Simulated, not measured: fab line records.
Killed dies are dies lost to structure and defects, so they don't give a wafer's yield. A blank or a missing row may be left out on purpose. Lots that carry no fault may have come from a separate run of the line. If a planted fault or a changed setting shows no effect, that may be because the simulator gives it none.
A lot that was struck, set against a sound lot ; flow gf180mcu ; 23 steps out of a route of 602
Sound: the wafers L151.1, L151.3, L151.6. Struck: wafer L145.1 (left out: L145.5, a lot-mate that was not struck); the cause follows at the end.
Each step with rows lists, per side, the tool, then ch with its chambers, then its first start. Under that, the readings that differ: sound wafers ; struck wafers ; difference of the means ; sigmas: that difference in standard deviations of wafers without a fault.
alike: readings whose means differ by less than 2 such deviations, and words and numbers that are the same on both sides. not compared: withheld readings, readings that some wafer has no value for, bounds like >300 that may hide the same value, and numbers for which the record gives no deviation and whose values overlap.
A row with sigmas, a row that says differs or no value, or rows on one side alone: a step with any of these is where the two part. Numbers that have no deviation but don't overlap get no sigmas and don't part them. Lack of a reading on every wafer of one side parts them only where that side has two or more wafers.

first, 5 steps without rows for these wafers: GF_LVPWELL_COAT_02 (resist thk 3000 nm); GF_LVPWELL_SOFTBAKE_03; GF_LVPWELL_EXPOSE_04 (exposes mask LVPWELL, target cd 600 nm); GF_LVPWELL_PEB_05; GF_LVPWELL_DEVELOP_06 (develop time 60 s).
GF_LVPWELL_OVL_MEAS_07:
  struck on overlay-01, day 7 15:34; sound on overlay-02, day 8 22:08
  alike: LVPWELL_OVL
then, 2 steps without rows for these wafers: GF_LVPWELL_IMPLANT_08; GF_LVPWELL_IMPLANT_09.
GF_LVPWELL_STRIP_10: strips in O2/N2.
  sound on plasma_asher-03 ch 0,1, day 8 22:28; struck on plasma_asher-03 ch 0, day 7 15:54
  alike: chamber_pressure_mTorr, drypump_motor_current_A, heater_power_w, oes_product_au, strip_time_to_endpoint_s
  not compared: rf_hours_counter_h
GF_LVPWELL_TW_MEAS_11:
  struck on film_metro-03, day 7 16:00; sound on film_metro-04, day 8 22:34
reading;sound;struck;difference;sigmas
LVPWELL_TW;570 570 568;554;-15;-2
then, 2 steps without rows for these wafers: GF_MVSD_DEHYDRATE_00 (time 60 s); GF_MVSD_HMDS_01 (prime time 60 s).
GF_MVSD_COAT_02: resist thk 3000 nm.
  sound on litho_track-02 ch 0, day 9 06:32; struck on litho_track-04 ch 0, day 7 23:29
reading;sound;struck;difference;sigmas
model.coat_of_MVSD_COAT_02.thk_nm (nm);2989 2997 2979;2224;-764;
  alike: exhaust_pa, resist_line_temp_C
then, 3 steps without rows for these wafers: GF_MVSD_SOFTBAKE_03; GF_MVSD_EXPOSE_04 (exposes mask MVSD, target cd 1000 nm); GF_MVSD_PEB_05.
GF_MVSD_DEVELOP_06: develop time 60 s.
  sound on litho_track-02 ch 0; struck on litho_track-02 ch 0
reading;sound;struck;difference;sigmas
model.coat_of_MVSD_COAT_02.thk_nm (nm);2988 2996 2978;2223;-764;
  alike: exhaust_pa, resist_line_temp_C
GF_MVSD_OVL_MEAS_07:
  struck on overlay-02, day 8 07:44; sound on overlay-01, day 9 15:44
reading;sound;struck;difference;sigmas
MVSD_OVL (nm);-1.1 -2.3 -2.0;1.9;+3.7;+2
then, 2 steps without rows for these wafers: GF_MVSD_IMPLANT_08; GF_MVSD_IMPLANT_09.
GF_MVSD_STRIP_10: strips in O2/N2.
  sound on plasma_asher-04 ch 0,1, day 9 16:04; struck on plasma_asher-02 ch 1, day 8 08:04
reading;sound;struck;difference;sigmas
oes_product_au (a.u.);0.728 0.728 0.723;0.715;-0.011;-3
strip_time_to_endpoint_s (s);36.82 36.92 36.68;28.01;-8.80;-88
  alike: chamber_pressure_mTorr, drypump_motor_current_A, heater_power_w
  not compared: rf_hours_counter_h
GF_MVSD_TW_MEAS_11:
  struck on film_metro-04, day 8 08:10; sound on film_metro-04, day 9 16:10
  alike: MVSD_TW
-- the record jumps here: 25 days lie between the struck wafers' starts before and after (it left off in module MVSD and takes up again in module PASSIVATION, whose first step shown is number 602 of the route) --
GF_PASSIVATION_PROBE_99:
  record: rows for the struck wafers here (prober-02, day 33 08:04), none for the sound ones

WHERE THEY PART
First at GF_LVPWELL_TW_MEAS_11; last, within this record, at GF_PASSIVATION_PROBE_99.

WHY: the cause the simulator had injected
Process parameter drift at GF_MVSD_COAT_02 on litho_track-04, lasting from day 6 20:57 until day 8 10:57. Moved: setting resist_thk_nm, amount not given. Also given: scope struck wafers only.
